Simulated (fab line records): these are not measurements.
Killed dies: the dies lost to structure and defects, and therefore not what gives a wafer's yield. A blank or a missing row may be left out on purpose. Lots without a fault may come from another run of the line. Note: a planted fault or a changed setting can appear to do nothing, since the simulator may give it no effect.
Which tool was responsible? -- flow gf180mcu -- 6 lots with 18 wafers sampled at 3 steps, on a route of 602 steps

== WHAT THE GAUGES SHOWED, per wafer ==
GF_POLY_GATE_CD_MEAS_10: target cd 280 nm.
lot,measured,on,cd nm (nm)
L531,day 10 02:28,cd sem-01,281.5 282.6 281.3
L534,day 10 21:29,cd sem-01,280.8 279.9 280.8
L538,day 12 04:42,cd sem-02,278.6 278.9 280.5
L544,day 14 00:46,cd sem-02,277.3 278.2 278.0
L549,day 15 11:06,cd sem-02,280.3 280.1 279.9
L551,day 16 00:58,cd sem-01,279.2 278.7 279.3

== EACH LOT AND THE TOOL THAT RAN IT (in order: tool; ch and the chambers of the sampled wafers; start) ==
lot,GF_STI_CMP_25,GF_POLY_GATE_EXPOSE_07
L531,"cmp-02 ch 0,2,3, day 2 19:32","krf scanner-01 ch 0, day 9 18:04"
L534,"cmp-01 ch 0,2,3, day 3 10:32","krf scanner-02 ch 0, day 10 12:25"
L538,"cmp-01 ch 1,2,3, day 4 07:30","krf scanner-01 ch 0, day 11 19:39"
L544,"cmp-02 ch 2,3, day 5 15:09","krf scanner-02 ch 0, day 13 14:51"
L549,"cmp-02 ch 1,3, day 6 16:36","krf scanner-01 ch 0, day 15 00:41"
L551,"cmp-01 ch 0,1, day 7 01:46","krf scanner-01 ch 0, day 15 13:57"
- GF_STI_CMP_25: polishes, stops on Si3N4, t overpolish 33 s, target thk 524.6 nm.
- GF_POLY_GATE_EXPOSE_07: exposes mask Poly2, target cd 280 nm.

== THE ANSWER, worked out from the rows above alone ==
Rule: usual is defined by the lots themselves. Put in order of their means at a reading, lots are off if they are a third of the lots or fewer, leave a main group of 4 or more, and stand apart from it by a gap of 3 or more times the standard deviation of the main group's means; of several such gaps the widest counts. A main group whose means are all the same, to the digits that the tables above print for the reading, isn't used. Also off: a lot with no number at a reading for which 4 or more lots have one. Any other lot the step has rows for is counted as sound.
None of the lots is off at any reading shown; this tells nothing.

== WHAT THE SIMULATOR HAD INSERTED ==
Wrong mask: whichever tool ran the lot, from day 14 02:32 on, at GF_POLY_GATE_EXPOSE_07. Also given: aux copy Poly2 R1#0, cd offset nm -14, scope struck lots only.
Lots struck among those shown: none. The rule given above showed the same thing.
